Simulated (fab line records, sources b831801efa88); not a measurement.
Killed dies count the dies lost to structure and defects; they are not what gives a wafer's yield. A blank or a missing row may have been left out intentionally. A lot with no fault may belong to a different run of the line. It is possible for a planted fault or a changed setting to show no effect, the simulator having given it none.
Chamber matching :: flow sky130 :: SKY_VIA3_CMP_02 on cmp-02 has 4 sister chambers
The step polishes SiO2. 8 wafers are shown with their chamber, then 9 later ones without.

== WAFERS, EACH WITH ITS CHAMBER ==
wafer: L315.6
chamber: 3
motor_current_A (A): 12.4
slurry_filter_dp_kPa (kPa): 13.66

wafer: L317.2
chamber: 1
motor_current_A (A): 11.3
slurry_filter_dp_kPa (kPa): 13.61

wafer: L318.1
chamber: 1
motor_current_A (A): 11.8
slurry_filter_dp_kPa (kPa): 13.39

wafer: L318.3
chamber: 3
motor_current_A (A): 12.0
slurry_filter_dp_kPa (kPa): 13.49

wafer: L318.5
chamber: 0
motor_current_A (A): 12.6
slurry_filter_dp_kPa (kPa): 13.48

wafer: L321.1
chamber: 2
motor_current_A (A): 10.7
slurry_filter_dp_kPa (kPa): 13.41

wafer: L321.4
chamber: 0
motor_current_A (A): 11.7
slurry_filter_dp_kPa (kPa): 13.62

wafer: L321.6
chamber: 2
motor_current_A (A): 9.9
slurry_filter_dp_kPa (kPa): 13.52

== WAFERS WITHOUT THEIR CHAMBER ==
wafer: L324.2
motor_current_A (A): 10.9
slurry_filter_dp_kPa (kPa): 13.56

wafer: L324.3
motor_current_A (A): 12.2
slurry_filter_dp_kPa (kPa): 13.37

wafer: L324.4
motor_current_A (A): 9.2
slurry_filter_dp_kPa (kPa): 13.45

wafer: L326.2
motor_current_A (A): 9.5
slurry_filter_dp_kPa (kPa): 13.61

wafer: L326.4
motor_current_A (A): 12.0
slurry_filter_dp_kPa (kPa): 13.46

wafer: L326.6
motor_current_A (A): 11.0
slurry_filter_dp_kPa (kPa): 13.41

wafer: L329.3
motor_current_A (A): 9.9
slurry_filter_dp_kPa (kPa): 13.43

wafer: L329.4
motor_current_A (A): 13.1
slurry_filter_dp_kPa (kPa): 13.46

wafer: L329.5
motor_current_A (A): 11.0
slurry_filter_dp_kPa (kPa): 13.41

== THE CHAMBER EACH PASSED THROUGH ==
wafer: L324.2
from the rows above: can't be placed: 1 or 2 or 0 or 3
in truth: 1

wafer: L324.3
from the rows above: can't be placed: 0 or 1 or 3
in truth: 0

wafer: L324.4
from the rows above: 2
in truth: 2

wafer: L326.2
from the rows above: 2
in truth: 2

wafer: L326.4
from the rows above: can't be placed: 0 or 1 or 3
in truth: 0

wafer: L326.6
from the rows above: can't be placed: 1 or 2 or 0 or 3
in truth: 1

wafer: L329.3
from the rows above: 2
in truth: 2

wafer: L329.4
from the rows above: can't be placed: 3 or 0 or 1
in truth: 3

wafer: L329.5
from the rows above: can't be placed: 1 or 2 or 0 or 3
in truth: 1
3 of 9 placed correctly. Can't be placed from these rows: 6 (the true chamber is among the candidates in 6). 0 placed wrongly.
How it was worked out, from the rows above alone: a wafer's distance from a chamber is the root of the sum, over the readings, of the square of ((its reading less the chamber's mean) divided by the reading's scatter). The wafer belongs to the nearest chamber; if the next one is less than 2 further off, it can't be placed. A chamber's mean is the mean of its shown wafers. How the scatter is found: for the shown wafers, subtract from each reading the mean of its chamber, square and add these, divide the total by (wafers less chambers), then take the root.
